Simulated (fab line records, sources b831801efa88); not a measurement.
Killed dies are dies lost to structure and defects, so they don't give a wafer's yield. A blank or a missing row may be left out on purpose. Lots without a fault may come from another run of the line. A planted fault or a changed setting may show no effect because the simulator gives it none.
Split-lot experiment | flow sky130 | 5 lots, 23 wafers read, on a route of 708 steps

THE SPLIT
At SKY_POLY_CUT_COAT_03 (resist thk 450 nm), the setting spin_rpm was moved away from the recipe's 3000 rpm on 9 of the 23 wafers read, by -6.2% to +5.3%. The other wafers ran this setting at the recipe's value.

The file shows no step between the split and the reading.

THE READING
KrF-thick_of_POLY_CUT_COAT_03.thk_nm (the simulator's own value, which no gauge read), in nm, at SKY_POLY_CUT_ETCH_10 (etches BARC in N2/H2, stops on SiO2, time 45.9 s, target depth 60 nm). The file gives no usual value for it. The 14 wafers here that ran the recipe average 408.4 nm, standard deviation 1.6 nm.

wafer  | tool, chamber at the split | spin_rpm as run, rpm | against the recipe | KrF-thick_of_POLY_CUT_COAT_03.thk_nm, nm | against lot-mates on the recipe
L074.1 | litho_track-02, 0          | 3000                 | recipe             | 410.6                                    | -
L074.3 | litho_track-02, 0          | 2860                 | -4.7%              | 423.3                                    | +14.2
L074.4 | litho_track-02, 0          | 3000                 | recipe             | 410.3                                    | -
L074.5 | litho_track-02, 0          | 2860                 | -4.7%              | 417.3                                    | +8.2
L074.6 | litho_track-02, 0          | 3000                 | recipe             | 406.5                                    | -
L076.2 | litho_track-04, 0          | 3000                 | recipe             | 409.9                                    | -
L076.4 | litho_track-04, 0          | 3000                 | recipe             | 407.9                                    | -
L076.6 | litho_track-04, 0          | 3000                 | recipe             | 406.7                                    | -
L077.1 | litho_track-02, 0          | 3088                 | +2.9%              | 399.9                                    | -8.3
L077.2 | litho_track-02, 0          | 3000                 | recipe             | 409.6                                    | -
L077.3 | litho_track-02, 0          | 3000                 | recipe             | 408.6                                    | -
L077.4 | litho_track-02, 0          | 3000                 | recipe             | 406.3                                    | -
L077.6 | litho_track-02, 0          | 3088                 | +2.9%              | 400.5                                    | -7.7
L079.1 | litho_track-02, 0          | 3000                 | recipe             | 409.8                                    | -
L079.2 | litho_track-02, 0          | 3159                 | +5.3%              | 398.6                                    | -10.9
L079.3 | litho_track-02, 0          | 3000                 | recipe             | 409.3                                    | -
L079.4 | litho_track-02, 0          | 3159                 | +5.3%              | 398.8                                    | -10.8
L079.5 | litho_track-02, 0          | 3159                 | +5.3%              | 399.5                                    | -10.1
L084.2 | litho_track-02, 0          | 2815                 | -6.2%              | 422.3                                    | +14.8
L084.3 | litho_track-02, 0          | 2815                 | -6.2%              | 420.7                                    | +13.2
L084.4 | litho_track-02, 0          | 3000                 | recipe             | 405.4                                    | -
L084.5 | litho_track-02, 0          | 3000                 | recipe             | 409.1                                    | -
L084.6 | litho_track-02, 0          | 3000                 | recipe             | 407.9                                    | -

THE FIT
A straight line over all 23 wafers: KrF-thick_of_POLY_CUT_COAT_03.thk_nm changes by -2.13 nm for each +1% of spin_rpm; r = -0.96; the points scatter about the line by 2 nm.
The same after taking each lot's own level away (the mean of its wafers on the recipe; 23 wafers): -2.23 nm for each +1%; r = -0.97; scatter 1.7 nm.
On that fit, the largest move of spin_rpm shifts the reading by 14 nm.
The lots' own levels span 407.47 to 409.55 nm, that is 1.3 times the standard deviation above.
So the lot-to-lot level changes the slope little: the two slopes agree.
Check: with one of the wafers moved furthest among these (-6.2%) left out of the fit, the line predicts +13.6 nm for it against its lot-mates. It came out at +14.8 nm against them.

OTHER SPLITS ON THESE WAFERS
These wafers also went through other splits before the reading. Each is held against what the fit with the lots' levels taken away leaves over:
other split on the same wafers      | wafers away from the commonest value | r with KrF-thick_of_POLY_CUT_COAT_03.thk_nm (lot level and that fit taken away)
SKY_POLY_GATE_EXPOSE_10 dose_mj     | 12                                   | +0.21
SKY_POLY_GATE_OXIDATION_20 temp_c   | 10                                   | +0.04
SKY_LDD_P_DEVELOP_06 develop_time_s | 8                                    | +0.05
SKY_LDD_HVN_COAT_02 resist_thk_nm   | 9                                    | +0.14
SKY_LDD_HVN_IMPLANT_08 dose_cm2     | 5                                    | +0.33
SKY_LDD_HVP_SOFTBAKE_03 temp_c      | 8                                    | +0.17

THE WHOLE CHAIN: every reading that the file lists as answering this split, in the file's order
step                  | what it does                                                         | reading                                                                               | change (the file's fit)              | r (the file's)
SKY_POLY_CUT_COAT_03  | resist thk 450 nm                                                    | KrF-thick_of_POLY_CUT_COAT_03.thk_nm (the simulator's own value, which no gauge read) | -2.2 nm for each +1% of the setting  | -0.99
SKY_POLY_CUT_ETCH_10  | etches BARC in N2/H2, stops on SiO2, time 45.9 s, target depth 60 nm | KrF-thick_of_POLY_CUT_COAT_03.thk_nm (the simulator's own value, which no gauge read) | -2.26 nm for each +1% of the setting | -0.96
SKY_POLY_CUT_STRIP_12 | strips in O2/N2                                                      | strip_time_to_endpoint_s                                                              | withheld for each +1% of the setting | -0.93

THE FILE'S OWN FIT
KrF-thick_of_POLY_CUT_COAT_03.thk_nm changes by -2.26 nm for each +1% of spin_rpm, r = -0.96.
